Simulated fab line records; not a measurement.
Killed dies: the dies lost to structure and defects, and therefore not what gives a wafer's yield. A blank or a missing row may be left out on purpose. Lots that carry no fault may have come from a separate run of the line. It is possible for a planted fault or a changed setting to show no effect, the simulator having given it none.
Which tool is to blame? / flow sky130 / Sampling: 14 lots, 42 wafers, 5 of 708 route steps

== WHAT THE GAUGES READ, wafer by wafer ==
SKY_NWELL_OVL_MEAS_10. Usual: NWELL_00_OVL 0.0 nm, standard deviation 1.2.
lot=L595; measured=day 4 14:46; on=overlay-01; NWELL_00_OVL (nm)=-0.7 0.7 0.0; flag=
lot=L596; measured=day 4 20:42; on=overlay-02; NWELL_00_OVL (nm)=-1.0 -0.7 1.3; flag=
lot=L599; measured=day 5 11:47; on=overlay-02; NWELL_00_OVL (nm)=0.3 -1.3 2.0; flag=
lot=L600; measured=day 5 19:53; on=overlay-02; NWELL_00_OVL (nm)=-1.3 -2.0 -1.6; flag=
lot=L601; measured=day 6 04:22; on=overlay-01; NWELL_00_OVL (nm)=-1.4 -1.8 -0.4; flag=
lot=L603; measured=day 6 22:22; on=overlay-02; NWELL_00_OVL (nm)=1.1 0.0 -0.2; flag=
lot=L605; measured=day 7 04:22; on=overlay-01; NWELL_00_OVL (nm)=0.1 0.6 0.2; flag=
lot=L606; measured=day 7 08:13; on=overlay-02; NWELL_00_OVL (nm)=-2.7 -3.5 0.4; flag=
lot=L607; measured=day 7 15:55; on=overlay-02; NWELL_00_OVL (nm)=0.2 1.6 0.3; flag=
lot=L608; measured=day 7 23:31; on=overlay-01; NWELL_00_OVL (nm)=1.9 1.2 -0.6; flag=
lot=L609; measured=day 8 01:46; on=overlay-02; NWELL_00_OVL (nm)=-0.7 -0.4 -1.4; flag=
lot=L611; measured=day 8 12:53; on=overlay-01; NWELL_00_OVL (nm)=-1.4 0.6 -0.1; flag=
lot=L612; measured=day 8 19:16; on=overlay-01; NWELL_00_OVL (nm)=0.2 -0.9 -0.2; flag=
lot=L615; measured=day 9 08:13; on=overlay-01; NWELL_00_OVL (nm)=1.7 0.9 1.0; flag=

SKY_VT_ADJUST_NCORE_TW_MEAS_11. Usual: VT_ADJUST_NCORE_TW 218.4, standard deviation 0.99.
lot=L595; measured=day 8 14:04; on=film-metro-04; VT_ADJUST_NCORE_TW=217.4 219.1 218.7; flag=
lot=L596; measured=day 8 22:07; on=film-metro-03; VT_ADJUST_NCORE_TW=215.5 215.9 216.5; flag=
lot=L599; measured=day 9 17:45; on=film-metro-04; VT_ADJUST_NCORE_TW=216.4 217.9 217.4; flag=
lot=L600; measured=day 10 02:28; on=film-metro-03; VT_ADJUST_NCORE_TW=217.1 217.8 219.0; flag=
lot=L601; measured=day 10 13:05; on=film-metro-03; VT_ADJUST_NCORE_TW=216.9 217.1 217.9; flag=
lot=L603; measured=day 11 11:07; on=film-metro-03; VT_ADJUST_NCORE_TW=219.0 219.2 218.8; flag=
lot=L605; measured=day 11 18:14; on=film-metro-04; VT_ADJUST_NCORE_TW=217.6 219.5 218.9; flag=
lot=L606; measured=day 11 22:44; on=film-metro-03; VT_ADJUST_NCORE_TW=219.7 219.3 219.1; flag=
lot=L607; measured=day 12 09:52; on=film-metro-04; VT_ADJUST_NCORE_TW=217.4 218.3 218.1; flag=
lot=L608; measured=day 12 18:14; on=film-metro-04; VT_ADJUST_NCORE_TW=217.0 218.8 218.1; flag=
lot=L609; measured=day 12 20:27; on=film-metro-03; VT_ADJUST_NCORE_TW=219.3 218.5 218.9; flag=
lot=L611; measured=day 13 11:34; on=film-metro-04; VT_ADJUST_NCORE_TW=218.7 219.1 218.7; flag=
lot=L612; measured=day 13 18:19; on=film-metro-01; VT_ADJUST_NCORE_TW=219.5 218.5 218.8; flag=
lot=L615; measured=day 14 10:21; on=film-metro-04; VT_ADJUST_NCORE_TW=218.0 218.7 219.1; flag=

SKY_VT_ADJUST_HVTR_CD_MEAS_07 targets a cd of 380 nm. Usual: cd-nm reads 380.8 nm (standard deviation 2.5).
lot=L595; measured=day 9 11:32; on=cd-sem-01; cd-nm (nm)=378.7 374.6 377.5; flag=
lot=L596; measured=day 9 19:55; on=cd-sem-02; cd-nm (nm)=376.9 378.2 376.3; flag=
lot=L599; measured=day 10 15:19; on=cd-sem-01; cd-nm (nm)=382.2 381.9 381.5; flag=
lot=L600; measured=day 11 01:19; on=cd-sem-01; cd-nm (nm)=381.1 380.6 380.0; flag=
lot=L601; measured=day 11 11:47; on=cd-sem-01; cd-nm (nm)=379.2 378.7 379.0; flag=
lot=L603; measured=day 12 10:43; on=cd-sem-02; cd-nm (nm)=384.1 380.7 382.7; flag=
lot=L605; measured=day 12 18:23; on=cd-sem-02; cd-nm (nm)=382.3 382.9 382.6; flag=
lot=L606; measured=day 12 23:44; on=cd-sem-02; cd-nm (nm)=381.3 384.4 381.0; flag=
lot=L607; measured=day 13 11:17; on=cd-sem-01; cd-nm (nm)=380.8 383.0 381.6; flag=
lot=L608; measured=day 13 19:29; on=cd-sem-02; cd-nm (nm)=419.2 419.3 420.7; flag=OFF
lot=L609; measured=day 13 21:44; on=cd-sem-01; cd-nm (nm)=379.7 381.5 378.9; flag=
lot=L611; measured=day 14 13:34; on=cd-sem-02; cd-nm (nm)=379.8 382.7 382.4; flag=
lot=L612; measured=day 14 20:27; on=cd-sem-01; cd-nm (nm)=410.0 411.2 408.8; flag=OFF
lot=L615; measured=day 15 12:59; on=cd-sem-01; cd-nm (nm)=380.2 380.3 380.0; flag=

== WHAT TOOL EACH LOT RAN ON (gives the tool, then ch and the chambers of the sampled wafers, and finally the start) ==
lot=L595; SKY_NWELL_STRIP_25=plasma-asher-03 ch 0,1, day 5 08:01; SKY_VT_ADJUST_HVTR_DEVELOP_06=litho-track-03 ch 0, day 9 11:23
lot=L596; SKY_NWELL_STRIP_25=plasma-asher-03 ch 0,1, day 5 14:37; SKY_VT_ADJUST_HVTR_DEVELOP_06=litho-track-04 ch 0, day 9 19:46
lot=L599; SKY_NWELL_STRIP_25=plasma-asher-02 ch 0,1, day 6 06:50; SKY_VT_ADJUST_HVTR_DEVELOP_06=litho-track-02 ch 0, day 10 15:11
lot=L600; SKY_NWELL_STRIP_25=plasma-asher-04 ch 0,1, day 6 15:21; SKY_VT_ADJUST_HVTR_DEVELOP_06=litho-track-02 ch 0, day 11 01:10
lot=L601; SKY_NWELL_STRIP_25=plasma-asher-02 ch 0,1, day 7 00:11; SKY_VT_ADJUST_HVTR_DEVELOP_06=litho-track-04 ch 0, day 11 11:32
lot=L603; SKY_NWELL_STRIP_25=plasma-asher-04 ch 1, day 7 18:35; SKY_VT_ADJUST_HVTR_DEVELOP_06=litho-track-02 ch 0, day 12 10:34
lot=L605; SKY_NWELL_STRIP_25=plasma-asher-04 ch 0,1, day 8 00:39; SKY_VT_ADJUST_HVTR_DEVELOP_06=litho-track-02 ch 0, day 12 18:14
lot=L606; SKY_NWELL_STRIP_25=plasma-asher-04 ch 0,1, day 8 04:23; SKY_VT_ADJUST_HVTR_DEVELOP_06=litho-track-03 ch 0, day 12 23:35
lot=L607; SKY_NWELL_STRIP_25=plasma-asher-03 ch 0,1, day 8 13:25; SKY_VT_ADJUST_HVTR_DEVELOP_06=litho-track-03 ch 0, day 13 11:08
lot=L608; SKY_NWELL_STRIP_25=plasma-asher-04 ch 0,1, day 8 20:37; SKY_VT_ADJUST_HVTR_DEVELOP_06=litho-track-03 ch 0, day 13 19:20
lot=L609; SKY_NWELL_STRIP_25=plasma-asher-04 ch 0,1, day 8 22:47; SKY_VT_ADJUST_HVTR_DEVELOP_06=litho-track-04 ch 0, day 13 21:35
lot=L611; SKY_NWELL_STRIP_25=plasma-asher-04 ch 0,1, day 9 10:49; SKY_VT_ADJUST_HVTR_DEVELOP_06=litho-track-02 ch 0, day 14 13:25
lot=L612; SKY_NWELL_STRIP_25=plasma-asher-04 ch 0,1, day 9 17:12; SKY_VT_ADJUST_HVTR_DEVELOP_06=litho-track-03 ch 0, day 14 20:18
lot=L615; SKY_NWELL_STRIP_25=plasma-asher-03 ch 0,1, day 10 07:39; SKY_VT_ADJUST_HVTR_DEVELOP_06=litho-track-04 ch 0, day 15 12:50
- SKY_NWELL_STRIP_25: strips in O2/N2.
- SKY_VT_ADJUST_HVTR_DEVELOP_06: develop time 60 s.

== WHAT THE TOOLS THEMSELVES READ (means of the sampled wafers that have a number; where no wafer has one, the mark that the record gives instead) ==
SKY_NWELL_STRIP_25. Usual: drypump-motor-current-A 5.6 A, standard deviation 0.58; oes-product-au 0.723 a.u., standard deviation 0.0045; strip-time-to-endpoint-s 36.98 s, standard deviation 0.11.
lot=L595; tool=plasma-asher-03; drypump-motor-current-A (A)=5.7; oes-product-au (a.u.)=0.725; strip-time-to-endpoint-s (s)=37.03; flag=
lot=L596; tool=plasma-asher-03; drypump-motor-current-A (A)=5.7; oes-product-au (a.u.)=0.726; strip-time-to-endpoint-s (s)=36.98; flag=
lot=L599; tool=plasma-asher-02; drypump-motor-current-A (A)=5.9; oes-product-au (a.u.)=0.719; strip-time-to-endpoint-s (s)=37.10; flag=
lot=L600; tool=plasma-asher-04; drypump-motor-current-A (A)=5.8; oes-product-au (a.u.)=0.717; strip-time-to-endpoint-s (s)=36.98; flag=
lot=L601; tool=plasma-asher-02; drypump-motor-current-A (A)=5.8; oes-product-au (a.u.)=0.724; strip-time-to-endpoint-s (s)=36.86; flag=
lot=L603; tool=plasma-asher-04; drypump-motor-current-A (A)=5.0; oes-product-au (a.u.)=0.726; strip-time-to-endpoint-s (s)=36.98; flag=
lot=L605; tool=plasma-asher-04; drypump-motor-current-A (A)=5.8; oes-product-au (a.u.)=0.722; strip-time-to-endpoint-s (s)=36.92; flag=
lot=L606; tool=plasma-asher-04; drypump-motor-current-A (A)=5.4; oes-product-au (a.u.)=0.722; strip-time-to-endpoint-s (s)=37.02; flag=
lot=L607; tool=plasma-asher-03; drypump-motor-current-A (A)=5.3; oes-product-au (a.u.)=0.721; strip-time-to-endpoint-s (s)=37.06; flag=
lot=L608; tool=plasma-asher-04; drypump-motor-current-A (A)=5.4; oes-product-au (a.u.)=0.725; strip-time-to-endpoint-s (s)=36.94; flag=
lot=L609; tool=plasma-asher-04; drypump-motor-current-A (A)=5.8; oes-product-au (a.u.)=0.726; strip-time-to-endpoint-s (s)=36.95; flag=
lot=L611; tool=plasma-asher-04; drypump-motor-current-A (A)=5.8; oes-product-au (a.u.)=0.725; strip-time-to-endpoint-s (s)=36.91; flag=
lot=L612; tool=plasma-asher-04; drypump-motor-current-A (A)=5.8; oes-product-au (a.u.)=0.725; strip-time-to-endpoint-s (s)=36.69; flag=
lot=L615; tool=plasma-asher-03; drypump-motor-current-A (A)=5.7; oes-product-au (a.u.)=0.719; strip-time-to-endpoint-s (s)=36.96; flag=

SKY_VT_ADJUST_HVTR_DEVELOP_06. Usual: developer-temp-C reads 22.96 C (standard deviation 0.11).
lot=L595; tool=litho-track-03; developer-temp-C (C)=22.93; flag=
lot=L596; tool=litho-track-04; developer-temp-C (C)=22.98; flag=
lot=L599; tool=litho-track-02; developer-temp-C (C)=22.77; flag=
lot=L600; tool=litho-track-02; developer-temp-C (C)=23.02; flag=
lot=L601; tool=litho-track-04; developer-temp-C (C)=23.05; flag=
lot=L603; tool=litho-track-02; developer-temp-C (C)=22.96; flag=
lot=L605; tool=litho-track-02; developer-temp-C (C)=23.01; flag=
lot=L606; tool=litho-track-03; developer-temp-C (C)=23.03; flag=
lot=L607; tool=litho-track-03; developer-temp-C (C)=22.81; flag=
lot=L608; tool=litho-track-03; developer-temp-C (C)=22.89; flag=
lot=L609; tool=litho-track-04; developer-temp-C (C)=22.93; flag=
lot=L611; tool=litho-track-02; developer-temp-C (C)=23.00; flag=
lot=L612; tool=litho-track-03; developer-temp-C (C)=23.05; flag=
lot=L615; tool=litho-track-04; developer-temp-C (C)=22.85; flag=

== THE ANSWER, worked out from the rows above alone ==
Rule: a lot counts as off when the mean over its wafers that have a number is more than 3 standard deviations away from the usual mean. A lot without any number at a reading at which 4 lots or more have one is off too. Where the step has rows for the other lots, those lots are counted as sound. The gauges are gone through in route order, then the tools' own readings, and for those a lot's mean is taken as printed above. At the first step where some lot is off, the reading lying furthest off is the one used; lots without a number count as furthest.
Off: L608, L612, at SKY_VT_ADJUST_HVTR_CD_MEAS_07 (cd-nm).
A tool fits if, at a process step before that reading, it ran every lot that is off, and no sound lot after the first of them. Gauges at SKY_VT_ADJUST_HVTR_CD_MEAS_07: tried the same way as those tools. One fits: litho-track-03 at SKY_VT_ADJUST_HVTR_DEVELOP_06. A fault onset in the window from L607 (day 13 11:08, its last sound lot) to L608 (day 13 19:20, its first lot off) fits.

== WHAT HAD BEEN PUT IN BY THE SIMULATOR ==
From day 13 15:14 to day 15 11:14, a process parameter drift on litho-track-03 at SKY_VT_ADJUST_HVTR_DEVELOP_06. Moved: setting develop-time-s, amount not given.
Struck lots among those shown: L608, L612. This agrees with what the rule above found.
